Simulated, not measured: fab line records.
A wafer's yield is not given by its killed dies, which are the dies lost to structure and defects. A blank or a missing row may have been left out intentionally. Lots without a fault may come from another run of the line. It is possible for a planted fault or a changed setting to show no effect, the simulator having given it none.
Which tool did it?	flow gf180mcu	at 1 step of a route of 602, 14 lots with 42 wafers sampled

## WHAT THE GAUGES READ, wafer by wafer
GF_MVSD_OVL_MEAS_07. Usual: MVSD_OVL typically reads -0.7 nm, with standard deviation 1.4.
lot	measured	on	MVSD_OVL (nm)	flag
L539	day 4 13:37	overlay-01	-0.3 -1.4 -2.9	
L541	day 5 01:25	overlay-01	-0.4 -0.9 -0.5	
L543	day 5 13:19	overlay-02	-0.4 0.6 -0.8	
L544	day 5 18:14	overlay-01	0.7 -1.2 -0.8	
L548	day 6 17:46	overlay-02	-1.8 -0.7 -0.5	
L550	day 7 03:47	overlay-01	-1.7 -0.6 -0.3	
L551	day 7 07:08	overlay-01	-1.6 -1.9 -0.2	
L555	day 8 08:25	overlay-02	-0.8 -2.3 -1.4	
L556	day 8 13:19	overlay-01	-2.9 -3.7 -1.5	
L557	day 8 18:10	overlay-01	0.4 -2.7 -2.7	
L559	day 9 06:01	overlay-02	-1.3 -1.4 0.3	
L560	day 9 11:02	overlay-02	-0.7 -1.9 -2.1	
L561	day 9 16:10	overlay-02	-4.0 -1.3 -2.9	
L562	day 9 23:46	overlay-01	0.6 -1.0 0.4	

## WHAT TOOL EACH LOT RAN ON (gives the tool, then ch and the chambers of the sampled wafers, and finally the start)
Record: no process step prior to these readings.

## AS READ BY THE TOOLS THEMSELVES (means over the sampled wafers that have a number; for cases with no such wafer, the mark the record gives instead)
The record holds no such reading with a usual standard deviation.

## THE ANSWER, worked out from the rows above alone
Rule: a lot counts as off when the mean over its wafers that have a number is more than 3 standard deviations away from the usual mean. Also off: a lot with no number at a reading for which 4 or more lots have one. Any other lot the step has rows for is counted as sound. Order of review: gauges by route order, followed by the tools' own readings, for which a lot's mean as printed above is used. At the first step where some lot is off, the reading lying furthest off is the one used; lots without a number count as furthest.
No lot is off on any of the readings shown, so nothing can be concluded from this.

## WHAT THE SIMULATOR PUT IN
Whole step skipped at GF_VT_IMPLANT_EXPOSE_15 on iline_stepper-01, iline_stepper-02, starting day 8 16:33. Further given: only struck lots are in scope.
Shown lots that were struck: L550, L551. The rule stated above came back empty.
